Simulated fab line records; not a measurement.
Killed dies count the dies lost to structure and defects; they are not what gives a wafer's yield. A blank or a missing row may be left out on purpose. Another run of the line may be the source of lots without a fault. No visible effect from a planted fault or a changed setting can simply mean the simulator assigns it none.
Which tool was responsible?    flow sky130    30 wafers from 10 lots sampled at 6 of the route's 708 steps

WHAT EACH GAUGE READ, for each wafer
SKY_METAL2_RS_MEAS_05: a four-point-probe measurement. Usual: METAL2_ALCU_RS 0.1253 ohm/sq, standard deviation 0.0013.
lot   measured      on             METAL2_ALCU_RS (ohm/sq)  flag
L599  day 33 22:05  film_metro-04  0.1252 0.1236 0.1248     
L600  day 34 07:34  film_metro-03  0.1247 0.1234 0.1243     
L604  day 35 07:19  film_metro-03  0.1249 0.1255 0.1251     
L608  day 37 04:54  film_metro-03  8.7192 8.6943 8.7870     OFF
L609  day 37 13:32  film_metro-02  8.6385 8.7818 8.7810     OFF
L611  day 37 18:34  film_metro-02  8.5936 8.5466 8.5804     OFF
L619  day 40 03:43  film_metro-04  0.1252 0.1266 0.1249     
L620  day 40 10:01  film_metro-03  0.1264 0.1257 0.1281     
L621  day 40 15:35  film_metro-02  0.1262 0.1260 0.1249     
L622  day 41 01:15  film_metro-02  0.1230 0.1247 0.1240     

SKY_METAL2_THK_MEAS_06: measures by xrf. Usual: METAL2_ALCU_THK 253 nm, standard deviation 3.1.
lot   measured      on             METAL2_ALCU_THK (nm)  flag
L599  day 33 22:12  film_metro-04  254 259 254           
L600  day 34 07:41  film_metro-03  251 254 254           
L604  day 35 07:25  film_metro-03  252 251 252           
L608  day 37 04:59  film_metro-03  <1 <1 <1              OFF
L609  day 37 13:40  film_metro-02  <0 <0 <0              OFF
L611  day 37 18:41  film_metro-02  <0 <0 <0              OFF
L619  day 40 03:50  film_metro-04  251 249 253           
L620  day 40 10:07  film_metro-03  251 251 248           
L621  day 40 15:42  film_metro-02  253 253 256           
L622  day 41 01:22  film_metro-02  259 256 256           

TOOL THAT RAN EACH LOT (tool first, then ch and the chambers of the sampled wafers, then the start)
lot   SKY_CONTACT_CMP_27             SKY_METAL2_SPUTTER_02         SKY_METAL2_SPUTTER_03         SKY_METAL2_SPUTTER_04
L599  cmp-01 ch 0,1,3, day 31 12:01  pvd_sputter-04, day 33 21:58  pvd_sputter-04, day 33 22:00  pvd_sputter-04, day 33 22:01
L600  cmp-01 ch 0,1,2, day 31 22:02  pvd_sputter-03, day 34 07:28  pvd_sputter-03, day 34 07:30  pvd_sputter-03, day 34 07:31
L604  cmp-02 ch 0,2,3, day 32 22:22  pvd_sputter-04, day 35 07:11  pvd_sputter-04, day 35 07:13  pvd_sputter-04, day 35 07:14
L608  cmp-01 ch 0,2,3, day 34 21:16  pvd_sputter-03, day 37 04:45  pvd_sputter-03, day 37 04:47  pvd_sputter-03, day 37 04:48
L609  cmp-01 ch 0,2, day 35 06:16    pvd_sputter-01, day 37 13:27  pvd_sputter-01, day 37 13:29  pvd_sputter-01, day 37 13:30
L611  cmp-02 ch 1,2,3, day 35 10:57  pvd_sputter-04, day 37 18:28  pvd_sputter-04, day 37 18:29  pvd_sputter-04, day 37 18:31
L619  cmp-01 ch 2,3, day 37 19:52    pvd_sputter-04, day 40 03:37  pvd_sputter-04, day 40 03:38  pvd_sputter-04, day 40 03:40
L620  cmp-02 ch 0,2,3, day 38 05:52  pvd_sputter-04, day 40 09:54  pvd_sputter-04, day 40 09:55  pvd_sputter-04, day 40 09:56
L621  cmp-02 ch 1,2,3, day 38 12:10  pvd_sputter-03, day 40 15:29  pvd_sputter-03, day 40 15:31  pvd_sputter-03, day 40 15:31
L622  cmp-02 ch 0,1,3, day 38 15:37  pvd_sputter-03, day 41 01:10  pvd_sputter-03, day 41 01:11  pvd_sputter-03, day 41 01:12
- SKY_CONTACT_CMP_27: polishes, stops on SiO2, t overpolish 15 s, target thk 0 nm.
- SKY_METAL2_SPUTTER_02: material AlCu, target thk 250 nm, time 13.3 s.
- SKY_METAL2_SPUTTER_03: material Ti, target thk 5 nm, time 3.3 s.
- SKY_METAL2_SPUTTER_04: material TiN, target thk 70 nm, time 58.3 s.

AS READ BY THE TOOLS THEMSELVES (means over the sampled wafers that have a number; for cases with no such wafer, the mark the record gives instead)
SKY_CONTACT_CMP_27. Usual: head_pressure_psi 3.500 psi, standard deviation 0.0079; motor_current_A 11.1 A, standard deviation 1; overpolish_run_s 15.000 s, standard deviation 0.0091; time_to_endpoint_s 83 s, standard deviation 3.6.
lot   tool    head_pressure_psi (psi)  motor_current_A (A)  overpolish_run_s (s)  time_to_endpoint_s (s)  flag
L599  cmp-01  3.500                    10.6                 15.007                77                      
L600  cmp-01  3.500                    10.5                 14.995                81                      
L604  cmp-02  3.502                    11.7                 14.992                84                      
L608  cmp-01  3.505                    10.3                 14.990                82                      
L609  cmp-01  3.492                    10.1                 15.002                83                      
L611  cmp-02  3.499                    11.4                 15.000                81                      
L619  cmp-01  3.499                    10.7                 15.001                85                      
L620  cmp-02  3.498                    11.5                 14.992                86                      
L621  cmp-02  3.504                    11.5                 15.002                81                      
L622  cmp-02  3.500                    11.2                 15.009                86                      

SKY_METAL2_SPUTTER_02. Usual: cathode_dc_power_W 10600 W, standard deviation 1.9; chamber_pressure_pa 0.3999 Pa, standard deviation 0.00093; throttle_valve_pct 30.0 %, standard deviation 1.4.
lot   tool            cathode_dc_power_W (W)  chamber_pressure_pa (Pa)  throttle_valve_pct (%)  flag
L599  pvd_sputter-04  10601                   0.3985                    30.6                    
L600  pvd_sputter-03  10599                   0.4012                    30.0                    
L604  pvd_sputter-04  10600                   0.3998                    30.9                    
L608  pvd_sputter-03  -                       -                         -                       OFF
L609  pvd_sputter-01  -                       -                         -                       OFF
L611  pvd_sputter-04  -                       -                         -                       OFF
L619  pvd_sputter-04  10598                   0.4004                    30.5                    
L620  pvd_sputter-04  10600                   0.4007                    30.5                    
L621  pvd_sputter-03  10600                   0.3996                    28.6                    
L622  pvd_sputter-03  10600                   0.4006                    30.6                    

SKY_METAL2_SPUTTER_03. Usual: cathode_dc_power_W 3000.0 W, standard deviation 0.5; chamber_pressure_pa 0.4000 Pa, standard deviation 0.00079; throttle_valve_pct 30.0 %, standard deviation 1.4.
lot   tool            cathode_dc_power_W (W)  chamber_pressure_pa (Pa)  throttle_valve_pct (%)  flag
L599  pvd_sputter-04  2999.6                  0.3992                    30.4                    
L600  pvd_sputter-03  3000.0                  0.4009                    30.0                    
L604  pvd_sputter-04  3000.1                  0.3996                    31.0                    
L608  pvd_sputter-03  3000.6                  0.4000                    29.9                    
L609  pvd_sputter-01  2999.8                  0.3999                    30.2                    
L611  pvd_sputter-04  3000.4                  0.4010                    31.0                    
L619  pvd_sputter-04  3000.1                  0.3998                    30.7                    
L620  pvd_sputter-04  2999.9                  0.3998                    30.4                    
L621  pvd_sputter-03  2999.5                  0.3999                    28.5                    
L622  pvd_sputter-03  3000.3                  0.4000                    30.5                    

SKY_METAL2_SPUTTER_04. Usual: cathode_dc_power_W 6500.0 W, standard deviation 1.2; chamber_pressure_pa 0.4000 Pa, standard deviation 0.0008; throttle_valve_pct 30.0 %, standard deviation 1.4.
lot   tool            cathode_dc_power_W (W)  chamber_pressure_pa (Pa)  throttle_valve_pct (%)  flag
L599  pvd_sputter-04  6501.4                  0.3995                    30.5                    
L600  pvd_sputter-03  6499.7                  0.3994                    29.9                    
L604  pvd_sputter-04  6500.0                  0.4003                    30.8                    
L608  pvd_sputter-03  6500.0                  0.4003                    29.9                    
L609  pvd_sputter-01  6500.7                  0.4002                    30.3                    
L611  pvd_sputter-04  6500.1                  0.4005                    30.9                    
L619  pvd_sputter-04  6500.0                  0.3995                    30.3                    
L620  pvd_sputter-04  6500.3                  0.4004                    30.4                    
L621  pvd_sputter-03  6499.7                  0.4002                    28.6                    
L622  pvd_sputter-03  6501.0                  0.4004                    30.5                    

THE ANSWER, worked out from the rows above alone
Rule: lot off if the mean of its wafers having a number is beyond 3 standard deviations from the usual mean. Also off: a lot with no number at a reading for which 4 or more lots have one. The other lots that the step has rows for count as sound. After the gauges, taken in route order, come the tools' own readings; for these a lot's mean is taken, as printed above. At the first step where some lot is off, the reading lying furthest off is the one used; lots without a number count as furthest.
Off: at SKY_METAL2_RS_MEAS_05 (METAL2_ALCU_RS), L608, L609, L611.
A tool fits if, at a process step before that reading, it ran every lot that is off, and no sound lot after the first of them. The gauges at SKY_METAL2_RS_MEAS_05 aren't tried: what is off there is off at SKY_METAL2_SPUTTER_02 too, on other tools, and a gauge's error can't cause that. None of those tried fits.

WHAT THE SIMULATOR HAD INSERTED
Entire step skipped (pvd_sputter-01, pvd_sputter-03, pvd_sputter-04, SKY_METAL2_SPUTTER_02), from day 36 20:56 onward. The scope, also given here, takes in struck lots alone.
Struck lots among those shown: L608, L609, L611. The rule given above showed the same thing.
